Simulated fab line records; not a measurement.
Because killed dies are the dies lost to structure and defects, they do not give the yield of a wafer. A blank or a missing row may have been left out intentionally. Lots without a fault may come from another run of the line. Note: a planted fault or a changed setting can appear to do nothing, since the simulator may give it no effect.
fab line records ; flow sky130
[record] lots = 13; wafers = 39; lastDay = 50
route steps=708 shown SONOS_TUNNEL@161 SONOS_ONO@171 GATE_OXIDE@196 PAD_OPEN@708
lots untouched by any fault: they come from a run of this same line in which no faults occurred
startH: hours from the record's first day to the start of the lot's first wafer shown ; waitH: hours elapsed since this lot's preceding step ; " the same as in the row above ; L1.1+2: a row that stands for several wafers ; - no value, or no start given ; * or withheld: withheld ; < > ~ a bound
route shown NAME@n: a module of which the file shows steps, and the number in the route of the first ; usual: the fault-free wafers' mean and standard deviation ; same: alike in all rows ; chamber/n: place in a boat ; sites: each site's reading ; _std_site: the values' standard deviation ; _edge_site: inner sites' mean taken away from outer sites' mean ; radiusMm: for every site, how far away it sits from the centre of the wafer ; mask NAME#n: copy n ; behind: the last tool/chamber to shape the wafer ; hold: cause of the lot's hold/its duration in hours/its outcome ; device: the transistor (n, p or np) that didn't switch ; end of line: the same wafers' tests at the end of the route ; a step with no rows: only its recipe ; killed: not the wafer's yield, but the dies lost to structure and defects at the first sort ; map: dies across one wafer; x = killed, . = not, _ = none there
set.NAME: the run value of the setting; set.NAME@STEP: its run value at that earlier step ; model.NAME: the simulator's own value behind a step, which no gauge read
a sample of lots followed through the steps of the route, with each step as a table and each wafer as a row
[[steps]]
[step SKY_SONOS_TUNNEL_CD_MEAS_07]
[recipe] targetCdNm = 410
[usual] cdNm = 410.4/2.6
lot.wafer;tool;chamber;startH;waitH;cdNm
L631.2;cdSem-02;-;256.55;0.1;413.6
L631.4;cdSem-02;-;256.55;0.1;413.3
L631.5;cdSem-02;-;256.55;0.1;412.6
L632.2;cdSem-01;-;257.80;0.1;411.7
L632.5;cdSem-01;-;257.80;0.1;410.3
L632.6;cdSem-01;-;257.80;0.1;409.4
L633.1;cdSem-01;-;266.60;0.1;414.3
L633.4;cdSem-01;-;266.60;0.1;412.7
L633.5;cdSem-01;-;266.60;0.1;413.0
L634.2;cdSem-01;-;276.67;0.1;406.0
L634.3;cdSem-01;-;276.67;0.1;405.3
L634.6;cdSem-01;-;276.67;0.1;405.8
L638.2;cdSem-01;-;310.97;0.1;411.9
L638.3;cdSem-01;-;310.97;0.1;410.3
L638.6;cdSem-01;-;310.97;0.1;413.1
L640.1;cdSem-01;-;320.43;0.1;407.1
L640.3;cdSem-01;-;320.43;0.1;407.1
L640.4;cdSem-01;-;320.43;0.1;406.7
L641.4;cdSem-01;-;327.71;0.1;413.7
L641.5;cdSem-01;-;327.71;0.1;412.6
L641.6;cdSem-01;-;327.71;0.1;415.1
L642.2;cdSem-01;-;336.92;0.1;411.4
L642.3;cdSem-01;-;336.92;0.1;411.7
L642.6;cdSem-01;-;336.92;0.1;413.9
L643.2;cdSem-02;-;342.47;0.1;407.9
L643.3;cdSem-02;-;342.47;0.1;409.3
L643.5;cdSem-02;-;342.47;0.1;410.2
L649.1;cdSem-02;-;390.45;0.1;409.8
L649.5;cdSem-02;-;390.45;0.1;407.6
L649.6;cdSem-02;-;390.45;0.1;405.4
L652.2;cdSem-02;-;419.55;0.1;409.2
L652.3;cdSem-02;-;419.55;0.1;407.7
L652.6;cdSem-02;-;419.55;0.1;407.4
L653.3;cdSem-02;-;424.72;0.1;409.3
L653.4;cdSem-02;-;424.72;0.1;410.6
L653.5;cdSem-02;-;424.72;0.1;407.6
L654.1;cdSem-02;-;435.83;0.1;408.6
L654.3;cdSem-02;-;435.83;0.1;408.0
L654.4;cdSem-02;-;435.83;0.1;407.7
[step SKY_SONOS_ONO_THK_MEAS_03]
[recipe] reads = Si3N4_of_SONOS_ONO_CVD_02
[usual] SONOS_ONO_CVD_02_THK = 10.56/0.15
lot.wafer;tool;chamber;startH;waitH;SONOS_ONO_CVD_02_THK[nm]
L631.2;filmMetro-02;-;259.84;0.0;10.55
L631.4;filmMetro-02;-;259.84;0.0;10.61
L631.5;filmMetro-02;-;259.84;0.0;10.65
L632.2;filmMetro-03;-;261.19;0.0;10.59
L632.5;filmMetro-03;-;261.19;0.0;10.60
L632.6;filmMetro-03;-;261.19;0.0;10.62
L633.1;filmMetro-04;-;272.44;0.0;10.45
L633.4;filmMetro-04;-;272.44;0.0;10.45
L633.5;filmMetro-04;-;272.44;0.0;10.54
L634.2;filmMetro-02;-;281.18;0.0;10.73
L634.3;filmMetro-02;-;281.18;0.0;10.58
L634.6;filmMetro-02;-;281.18;0.0;10.71
L638.2;filmMetro-03;-;316.78;0.0;10.58
L638.3;filmMetro-03;-;316.78;0.0;10.68
L638.6;filmMetro-03;-;316.78;0.0;10.54
L640.1;filmMetro-02;-;331.06;0.0;10.72
L640.3;filmMetro-02;-;331.06;0.0;10.62
L640.4;filmMetro-02;-;331.06;0.0;10.60
L641.4;filmMetro-03;-;333.92;0.0;10.82
L641.5;filmMetro-03;-;333.92;0.0;10.70
L641.6;filmMetro-03;-;333.92;0.0;10.82
L642.2;filmMetro-03;-;343.36;0.0;10.71
L642.3;filmMetro-03;-;343.36;0.0;10.54
L642.6;filmMetro-03;-;343.36;0.0;10.65
L643.2;filmMetro-03;-;348.76;0.0;10.71
L643.3;filmMetro-03;-;348.76;0.0;10.61
L643.5;filmMetro-03;-;348.76;0.0;10.74
L649.1;filmMetro-02;-;397.43;0.0;10.55
L649.5;filmMetro-02;-;397.43;0.0;10.62
L649.6;filmMetro-02;-;397.43;0.0;10.69
L652.2;filmMetro-03;-;422.65;0.0;10.59
L652.3;filmMetro-03;-;422.65;0.0;10.58
L652.6;filmMetro-03;-;422.65;0.0;10.71
L653.3;filmMetro-02;-;430.35;0.0;10.57
L653.4;filmMetro-02;-;430.35;0.0;10.41
L653.5;filmMetro-02;-;430.35;0.0;10.40
L654.1;filmMetro-04;-;439.80;0.0;10.32
L654.3;filmMetro-04;-;439.80;0.0;10.36
L654.4;filmMetro-04;-;439.80;0.0;10.30
[step SKY_SONOS_ONO_CD_MEAS_13]
[recipe] targetCdNm = 410
[usual] cdNm = 410.3/2.4
lot.wafer;tool;chamber;startH;waitH;cdNm
L631.2;cdSem-02;-;285.62;0.1;413.3
L631.4;cdSem-02;-;285.62;0.1;412.1
L631.5;cdSem-02;-;285.62;0.1;410.2
L632.2;cdSem-02;-;287.67;0.1;408.7
L632.5;cdSem-02;-;287.67;0.1;410.5
L632.6;cdSem-02;-;287.67;0.1;408.2
L633.1;cdSem-02;-;298.55;0.1;409.7
L633.4;cdSem-02;-;298.55;0.1;409.6
L633.5;cdSem-02;-;298.55;0.1;409.1
L634.2;cdSem-01;-;308.97;0.1;414.2
L634.3;cdSem-01;-;308.97;0.1;411.9
L634.6;cdSem-01;-;308.97;0.1;411.9
L638.2;cdSem-02;-;344.32;0.1;413.8
L638.3;cdSem-02;-;344.32;0.1;412.9
L638.6;cdSem-02;-;344.32;0.1;414.1
L640.1;cdSem-01;-;358.95;0.1;411.5
L640.3;cdSem-01;-;358.95;0.1;410.2
L640.4;cdSem-01;-;358.95;0.1;411.8
L641.4;cdSem-02;-;362.91;0.1;409.8
L641.5;cdSem-02;-;362.91;0.1;409.2
L641.6;cdSem-02;-;362.91;0.1;411.2
L642.2;cdSem-02;-;372.67;0.1;411.2
L642.3;cdSem-02;-;372.67;0.1;410.3
L642.6;cdSem-02;-;372.67;0.1;411.8
L643.2;cdSem-01;-;377.82;0.1;409.2
L643.3;cdSem-01;-;377.82;0.1;408.3
L643.5;cdSem-01;-;377.82;0.1;411.0
L649.1;cdSem-02;-;428.85;0.1;413.6
L649.5;cdSem-02;-;428.85;0.1;411.3
L649.6;cdSem-02;-;428.85;0.1;411.8
L652.2;cdSem-02;-;458.16;0.1;411.5
L652.3;cdSem-02;-;458.16;0.1;411.7
L652.6;cdSem-02;-;458.16;0.1;413.7
L653.3;cdSem-01;-;463.09;0.1;408.9
L653.4;cdSem-01;-;463.09;0.1;411.1
L653.5;cdSem-01;-;463.09;0.1;410.6
L654.1;cdSem-01;-;472.09;0.1;409.2
L654.3;cdSem-01;-;472.09;0.1;410.7
L654.4;cdSem-01;-;472.09;0.1;412.0
[step SKY_GATE_OXIDE_DEVELOP_09]
[recipe] resist = NOVOLAK; developer = TMAH; developTimeS = 60; devTempC = 23
lot.wafer;tool;chamber;startH;waitH
L631.2+4+5;lithoTrack-03;0;313.17;0.1
L632.2+5+6;lithoTrack-03;0;314.92;0.1
L633.1+4+5;lithoTrack-03;0;325.80;0.1
L634.2+3+6;lithoTrack-01;0;336.07;0.1
L638.2+3+6;lithoTrack-03;0;373.87;0.1
L640.1+3+4;lithoTrack-03;0;390.65;0.1
L641.4+5+6;lithoTrack-03;0;394.27;0.1
L642.2+3+6;lithoTrack-03;0;404.57;0.1
L643.2+3+5;lithoTrack-01;0;410.07;0.1
L649.1+5+6;lithoTrack-01;0;461.45;0.1
L652.2+3+6;lithoTrack-02;0;491.15;0.1
L653.3+4+5;lithoTrack-01;0;497.75;0.1
L654.1+3+4;lithoTrack-01;0;504.50;0.1
[step SKY_GATE_OXIDE_OVL_MEAS_10]
[usual] GATE_OXIDE_OVL = -0.4/1.3
lot.wafer;tool;chamber;startH;waitH;GATE_OXIDE_OVL[nm]
L631.2;overlay-01;-;313.30;0.1;-2.6
L631.4;overlay-01;-;313.30;0.1;-1.3
L631.5;overlay-01;-;313.30;0.1;-1.6
L632.2;overlay-02;-;315.05;0.1;-0.1
L632.5;overlay-02;-;315.05;0.1;0.8
L632.6;overlay-02;-;315.05;0.1;0.2
L633.1;overlay-01;-;325.95;0.1;-1.9
L633.4;overlay-01;-;325.95;0.1;-0.6
L633.5;overlay-01;-;325.95;0.1;-0.2
L634.2;overlay-01;-;336.20;0.1;-0.2
L634.3;overlay-01;-;336.20;0.1;-0.2
L634.6;overlay-01;-;336.20;0.1;1.3
L638.2;overlay-01;-;374.00;0.1;4.4
L638.3;overlay-01;-;374.00;0.1;2.3
L638.6;overlay-01;-;374.00;0.1;2.2
L640.1;overlay-02;-;390.80;0.1;-
L640.3;overlay-02;-;390.80;0.1;-0.3
L640.4;overlay-02;-;390.80;0.1;-
L641.4;overlay-02;-;394.36;0.1;-
L641.5;overlay-02;-;394.36;0.1;-0.6
L641.6;overlay-02;-;394.36;0.1;-0.6
L642.2;overlay-01;-;404.70;0.1;-
L642.3;overlay-01;-;404.70;0.1;-1.1
L642.6;overlay-01;-;404.70;0.1;-1.0
L643.2;overlay-02;-;410.20;0.1;1.8
L643.3;overlay-02;-;410.20;0.1;-0.9
L643.5;overlay-02;-;410.20;0.1;1.0
L649.1;overlay-01;-;461.60;0.1;0.3
L649.5;overlay-01;-;461.60;0.1;-1.1
L649.6;overlay-01;-;461.60;0.1;0.4
L652.2;overlay-02;-;491.29;0.1;-1.2
L652.3;overlay-02;-;491.29;0.1;-1.4
L652.6;overlay-02;-;491.29;0.1;1.4
L653.3;overlay-01;-;497.86;0.1;0.9
L653.4;overlay-01;-;497.86;0.1;-1.0
L653.5;overlay-01;-;497.86;0.1;-0.7
L654.1;overlay-02;-;504.65;0.1;1.8
L654.3;overlay-02;-;504.65;0.1;0.3
L654.4;overlay-02;-;504.65;0.1;-0.5
[step SKY_GATE_OXIDE_TW_MEAS_14]
[usual] GATE_OXIDE_TW = 222.5/2.3
lot.wafer;tool;chamber;startH;waitH;GATE_OXIDE_TW
L631.2;filmMetro-01;-;313.69;0.1;224.8
L631.4;filmMetro-01;-;313.69;0.1;225.0
L631.5;filmMetro-01;-;313.69;0.1;226.5
L632.2;filmMetro-03;-;315.44;0.1;221.0
L632.5;filmMetro-03;-;315.44;0.1;221.7
L632.6;filmMetro-03;-;315.44;0.1;218.9
L633.1;filmMetro-03;-;326.34;0.1;219.2
L633.4;filmMetro-03;-;326.34;0.1;221.3
L633.5;filmMetro-03;-;326.34;0.1;219.5
L634.2;filmMetro-01;-;336.59;0.1;224.1
L634.3;filmMetro-01;-;336.59;0.1;223.7
L634.6;filmMetro-01;-;336.59;0.1;223.7
L638.2;filmMetro-04;-;374.51;0.1;224.0
L638.3;filmMetro-04;-;374.51;0.1;221.6
L638.6;filmMetro-04;-;374.51;0.1;222.1
L640.1;filmMetro-04;-;391.18;0.1;29.6
L640.3;filmMetro-04;-;391.18;0.1;221.7
L640.4;filmMetro-04;-;391.18;0.1;29.7
L641.4;filmMetro-03;-;394.76;0.1;29.3
L641.5;filmMetro-03;-;394.76;0.1;219.9
L641.6;filmMetro-03;-;394.76;0.1;219.4
L642.2;filmMetro-01;-;405.09;0.1;29.8
L642.3;filmMetro-01;-;405.09;0.1;222.7
L642.6;filmMetro-01;-;405.09;0.1;222.8
L643.2;filmMetro-01;-;410.59;0.1;223.9
L643.3;filmMetro-01;-;410.59;0.1;225.3
L643.5;filmMetro-01;-;410.59;0.1;225.6
L649.1;filmMetro-01;-;462.00;0.1;224.4
L649.5;filmMetro-01;-;462.00;0.1;224.6
L649.6;filmMetro-01;-;462.00;0.1;224.0
L652.2;filmMetro-03;-;491.68;0.1;220.6
L652.3;filmMetro-03;-;491.68;0.1;219.8
L652.6;filmMetro-03;-;491.68;0.1;219.5
L653.3;filmMetro-03;-;498.25;0.1;220.3
L653.4;filmMetro-03;-;498.25;0.1;220.5
L653.5;filmMetro-03;-;498.25;0.1;219.3
L654.1;filmMetro-01;-;505.04;0.1;223.8
L654.3;filmMetro-01;-;505.04;0.1;225.2
L654.4;filmMetro-01;-;505.04;0.1;223.8
[step SKY_PAD_OPEN_PROBE_99]
[usual] killed_at_M0_to_M3 = 42/6.7; killed_at_M4_up = 3.3/2.1; killedAtContacts = 24/5.1; killedAtFrontEnd = 15/4.6; killedAtOther = 0.3/0.58; killedDies = 85/9.9; killedOnRim = 17/3.7; killedOpen = 46/6.9; killedShort = 38/7
[same] grossDies = 492; killedAtBackSide = 0
lot.wafer;tool;chamber;startH;waitH;killed_at_M0_to_M3;killed_at_M4_up;killedAtContacts;killedAtFrontEnd;killedAtOther;killedDies;killedOnRim;killedOpen;killedShort
L638.2;prober-02;-;1128.37;0.1;44;4;23;17;0;88;12;44;44
L638.3;prober-02;-;1128.42;0.2;39;2;29;21;0;91;21;50;41
L638.6;prober-02;-;1128.57;0.2;35;1;26;19;0;81;20;43;37
L640.1;prober-02;-;1140.60;0.1;38;2;20;432;0;492;96;45;34
L640.3;prober-02;-;1140.70;0.2;43;6;26;19;0;94;16;50;44
L640.4;prober-02;-;1140.75;0.2;44;6;25;416;1;492;96;49;33
L641.4;prober-01;-;1142.25;0.2;37;6;17;431;1;492;96;50;32
L641.5;prober-01;-;1142.30;0.2;38;6;22;18;0;84;18;47;35
L641.6;prober-01;-;1142.35;0.2;31;5;28;8;1;73;16;39;33
L642.2;prober-02;-;1145.77;0.1;45;1;19;427;0;492;96;43;36
L642.3;prober-02;-;1145.82;0.2;37;3;23;19;1;83;18;33;50
L642.6;prober-02;-;1145.97;0.2;45;2;40;11;0;98;20;53;45
// killed by level:class
L638.2 VIA1:geometricParticle:open=11 CONTACT:geometricParticle:open=8 FIELD_ISO:geometricParticle:short=7 METAL1:geometricParticle:short=7 FIELD_ISO:geometricParticle:open=6 VIA2:geometricParticle:open=6 CONTACT:geometricParticle:short=5 METAL3:geometricParticle:short=5
L638.3 VIA1:geometricParticle:open=11 LI_CONTACT:geometricParticle:open=9 FIELD_ISO:geometricParticle:open=7 CONTACT:geometricParticle:open=7 VIA1:geometricParticle:short=6 CONTACT:geometricParticle:short=6 VIA2:geometricParticle:open=6 METAL1:geometricParticle:short=5
L638.6 VIA1:geometricParticle:open=11 LI_CONTACT:geometricParticle:open=7 CONTACT:geometricParticle:open=6 FIELD_ISO:geometricParticle:open=5 LOCAL_INTERCONNECT:geometricParticle:short=5 METAL1:geometricParticle:short=5 FIELD_ISO:geometricParticle:short=4 POLY_GATE:geometricParticle:open=3
L640.1 GATE_OXIDE:areaDevelop=413 VIA1:geometricParticle:open=9 CONTACT:geometricParticle:open=8 POLY_GATE:geometricParticle:short=6 POLY_GATE:geometricParticle:open=6 VIA2:geometricParticle:open=6 LI_CONTACT:geometricParticle:open=6 METAL2:geometricParticle:short=6
L640.3 VIA1:geometricParticle:open=14 CONTACT:geometricParticle:open=11 FIELD_ISO:geometricParticle:short=7 CONTACT:geometricParticle:short=6 POLY_GATE:geometricParticle:short=6 METAL1:geometricParticle:short=5 LI_CONTACT:geometricParticle:open=4 VIA1:geometricParticle:short=4
L640.4 GATE_OXIDE:areaDevelop=410 VIA1:geometricParticle:open=11 LI_CONTACT:geometricParticle:open=10 CONTACT:geometricParticle:open=9 VIA3:geometricParticle:open=8 METAL2:geometricParticle:short=5 VIA3:geometricParticle:short=5 POLY_GATE:geometricParticle:short=3
L641.4 GATE_OXIDE:areaDevelop=409 VIA3:geometricParticle:open=9 VIA1:geometricParticle:open=7 POLY_GATE:geometricParticle:open=6 LI_CONTACT:geometricParticle:open=6 FIELD_ISO:geometricParticle:open=5 CONTACT:geometricParticle:open=5 METAL1:geometricParticle:short=4
L641.5 VIA1:geometricParticle:open=11 CONTACT:geometricParticle:open=9 LI_CONTACT:geometricParticle:open=7 VIA2:geometricParticle:open=5 VIA3:geometricParticle:open=5 METAL4:geometricParticle:short=5 FIELD_ISO:geometricParticle:open=4 FIELD_ISO:geometricParticle:short=4
L641.6 CONTACT:geometricParticle:open=10 VIA3:geometricParticle:open=7 CONTACT:geometricParticle:short=6 LI_CONTACT:geometricParticle:short=5 LI_CONTACT:geometricParticle:open=5 VIA1:geometricParticle:open=5 VIA3:geometricParticle:short=5 POLY_GATE:geometricParticle:open=3
L642.2 GATE_OXIDE:areaDevelop=413 METAL2:geometricParticle:short=9 VIA1:geometricParticle:open=8 FIELD_ISO:geometricParticle:short=5 LI_CONTACT:geometricParticle:open=5 CONTACT:geometricParticle:open=5 VIA3:geometricParticle:open=5 VIA2:geometricParticle:open=5
L642.3 VIA1:geometricParticle:short=9 VIA1:geometricParticle:open=6 LI_CONTACT:geometricParticle:open=6 LOCAL_INTERCONNECT:geometricParticle:short=6 METAL2:geometricParticle:short=5 CONTACT:geometricParticle:open=5 FIELD_ISO:geometricParticle:short=4 METAL3:geometricParticle:short=4
L642.6 CONTACT:geometricParticle:open=17 VIA1:geometricParticle:open=13 METAL1:geometricParticle:short=8 LI_CONTACT:geometricParticle:open=7 CONTACT:geometricParticle:short=6 LOCAL_INTERCONNECT:geometricParticle:short=5 VIA2:geometricParticle:open=5 VIA3:geometricParticle:open=5
[[key]]
[firstSign] step = SKY_GATE_OXIDE_OVL_MEAS_10; reading = GATE_OXIDE_OVL; direction = missing
[effect] step = SKY_GATE_OXIDE_TW_MEAS_14; reading = GATE_OXIDE_TW; direction = down; sigmas = 84; usual = 222.5; struck = 29.6
[effect] step = SKY_PAD_OPEN_PROBE_99; reading = killedAtFrontEnd; direction = up; sigmas = 90; usual = 15; struck = 426
[moreKillsBornAt] SKY_GATE_OXIDE_DEVELOP_09@lithoTrack-03 = 1645
metAt SKY_GATE_OXIDE_DEVELOP_09
struckLots L640,L641,L642
struckWafers L640.1,L640.4,L641.4,L642.2
laterRowsLeftOut L640.1,L640.4,L641.4,L642.2
testerLeftOut L640,L641,L642
notActingAt SKY_SONOS_TUNNEL_CD_MEAS_07,SKY_SONOS_ONO_THK_MEAS_03,SKY_SONOS_ONO_CD_MEAS_13
onsetBetween 373.87 390.65
[fault] kind = processParameterDrift; tool = lithoTrack-03; chamber = -; onsetH = 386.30; steps = SKY_GATE_OXIDE_DEVELOP_09; channel = developTimeS; offset = *; shape = step; endH = 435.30; scope = struckWafersOnly; actsIn = *; stated = *
// testerLeftOut: of these lots the tester's yield and bins aren't shown, on N5 and GAA mostly nor the transistor test; their killed dies are dies lost to structure and defects alone, not to doping, threshold or leakage, so they don't give the yield
// laterRowsLeftOut: the simulator's readings of these wafers behind a module that went badly wrong aren't trusted and aren't shown, but for the sort
